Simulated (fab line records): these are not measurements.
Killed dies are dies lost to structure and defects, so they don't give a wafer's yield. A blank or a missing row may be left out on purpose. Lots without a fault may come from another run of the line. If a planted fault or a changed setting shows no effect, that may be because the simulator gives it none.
A lot that was struck, set against a sound lot + flow sky130 + 15 steps out of a route of 708
Sound: these wafers, L734.2, L734.3, L734.5. The struck wafers were L726.1, L726.2, L726.5. The cause is named last.
Per side, at each step with rows, come the tool, then ch with its chambers, and then its first start. Under that, the readings that differ: sound wafers + struck wafers + difference of the means + sigmas: that difference in standard deviations of wafers without a fault.
alike: same words and numbers on both sides, and readings whose means sit less than 2 such deviations apart. not compared: any withheld reading, any reading some wafer has no value for, any bound like >300 that may hide the same value, and any number with overlapping values for which the record gives no deviation.
Wherever a step has rows on one side only, a row that says differs or no value, or a row with sigmas, the two part there. Numbers that have no deviation but don't overlap get no sigmas and don't part them. A reading missing from all wafers of one side parts the sides only when that side holds two or more wafers.

first, 6 steps without rows for these wafers: SKY_LDD_N_HMDS_01 (prime time 60 s); SKY_LDD_N_COAT_02 (resist thk 300 nm); SKY_LDD_N_SOFTBAKE_03 (time 60 s); SKY_LDD_N_EXPOSE_04 (exposes mask NTM, target cd 840 nm); SKY_LDD_N_PEB_05; SKY_LDD_N_DEVELOP_06 (develop time 60 s).
SKY_LDD_N_OVL_MEAS_07:
  struck on overlay-01, day 22 16:50; sound on overlay-01, day 25 06:39
  alike: LDD_N_OVL
then, 5 steps without rows for these wafers: SKY_LDD_N_IMPLANT_08; SKY_LDD_N_IMPLANT_09; SKY_LDD_N_IMPLANT_10; SKY_LDD_N_IMPLANT_11; SKY_LDD_N_IMPLANT_12.
SKY_LDD_N_IMPLANT_13:
  sound on implanter-01 ch 0, day 25 07:28; struck on implanter-01 ch 0, day 22 17:37
| reading               | sound                | struck               | difference | sigmas      |
|-----------------------|----------------------|----------------------|------------|-------------|
| rotationDeg (degrees) | 89.995 89.965 90.024 | 219.90 219.87 219.87 | +129.89    | +99 or more |
after that, 1 step had no rows for these wafers: SKY_LDD_N_IMPLANT_14.
-- record jumps: 26 days separate the struck wafers' starts on either side; left off in module LDD_N, taken up again in module PAD_OPEN, whose first shown step is the route's number 708 --
SKY_PAD_OPEN_PROBE_99:
  struck on prober-02, day 48 23:58; sound on prober-02, day 50 14:41
| reading                                  | sound                | struck               | difference | sigmas |
|------------------------------------------|----------------------|----------------------|------------|--------|
| killed_at_M4_up                          | 7 7 7                | 3 2 5                | -4         | -2     |
| model.etest.nfet_01v8_turned.vtSatV (V)  | 0.6537 0.6595 0.6418 | 0.6858 0.681 0.6916  | +0.0345    |        |
| model.etest.nfet_01v8_swapped.vtSatV (V) | 0.6581 0.66 0.6478   | 0.6748 0.6737 0.6776 | +0.0201    |        |
| model.etest.nfet_01v8_lvt.vtSatV (V)     | 0.5381 0.5427 0.5321 | 0.5106 0.509 0.5147  | -0.0262    |        |
  alike: killed_at_M0_to_M3, killedAtContacts, killedAtFrontEnd, killedAtOther, killedDies, killedOpen, killedShort

== WHERE THEY PART ==
Earliest at SKY_LDD_N_IMPLANT_13; latest, in this record, at SKY_PAD_OPEN_PROBE_99.

WHY: the cause the simulator had injected
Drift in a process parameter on implanter-01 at SKY_LDD_N_IMPLANT_13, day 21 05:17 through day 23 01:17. Setting rotationDeg shifted by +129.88 from 90. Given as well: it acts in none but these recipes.
